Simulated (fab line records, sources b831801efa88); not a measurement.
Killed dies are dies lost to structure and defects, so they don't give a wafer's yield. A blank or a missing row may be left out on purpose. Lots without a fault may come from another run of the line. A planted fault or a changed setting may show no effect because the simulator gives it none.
One fault seen from 2 desks | flow sky130 | each desk has only its own numbers; what lay behind them comes last

THE TOOL OWNER'S DESK: plasma_asher-01
The tool's own readings at SKY_SD_N_STRIP_11 (strips in O2/N2): means of the sampled wafers that have a number, for each lot that ran on this tool. A lot is out of limits, marked OUT, if its mean lies more than 4 standard deviations from the usual mean; the brackets give that distance.
Columns: A = drypump_motor_current_A at SKY_SD_N_STRIP_11, usual 5.8 A; B = oes_product_au at SKY_SD_N_STRIP_11, usual 0.527 a.u.; C = strip_time_to_endpoint_s at SKY_SD_N_STRIP_11, usual 22.54 s
lot  | first seen here | A   | B               | C
L555 | day 29 19:10    | 5.5 | 0.524           | 22.50
L564 | day 32 20:40    | 5.5 | 0.321 (-43) OUT | -
This desk's finding: out of limits on L564; first on L564, day 32 20:40 (oes_product_au at SKY_SD_N_STRIP_11). In limits: L555.

THE METROLOGY DESK
What the gauges read, lot by lot, whatever tool the lot ran on: means of the sampled wafers that have a number. A lot is out of limits, marked OUT, if its mean lies more than 4 standard deviations from the usual mean; the brackets give that distance.
Columns: A = RES_XHIGH_TW at SKY_RES_XHIGH_TW_MEAS_09, usual 1638; B = cd_nm at SKY_SD_N_CD_MEAS_07, usual 380 nm; C = SD_N_OVL at SKY_SD_N_OVL_MEAS_08, usual 0.1 nm; D = SD_N_TW at SKY_SD_N_TW_MEAS_12, usual 3975
lot  | first seen here | A    | B   | C    | D
L551 | day 27 02:26    | 1660 | 388 | -0.3 | 4018
L555 | day 28 14:35    | 1649 | 375 | 2.6  | 3935
L564 | day 31 17:31    | 1647 | 379 | -0.3 | 3957
L571 | day 33 19:10    | 1624 | 379 | 0.1  | 4011
L572 | day 34 02:28    | 1608 | 379 | 1.1  | 4017
This desk's finding: nothing out of limits on any of the 5 lots.

PUT TOGETHER
The tool owner's desk could have raised an alarm at day 32 20:40, on L564.
The metrology desk saw nothing out of limits.
The metrology desk has L564 on record, within its limits.
Of the lots named, all ran SKY_SD_N_STRIP_11 on plasma_asher-01.

WHAT THE SIMULATOR HAD PUT IN
Strip aborted: plasma_asher-01, from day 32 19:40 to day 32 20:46, at SKY_SD_N_STRIP_11. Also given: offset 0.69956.
Lots struck among those shown: L564.
Hours from the fault's start to each desk's first reading out of limits: the tool owner's desk, 1.
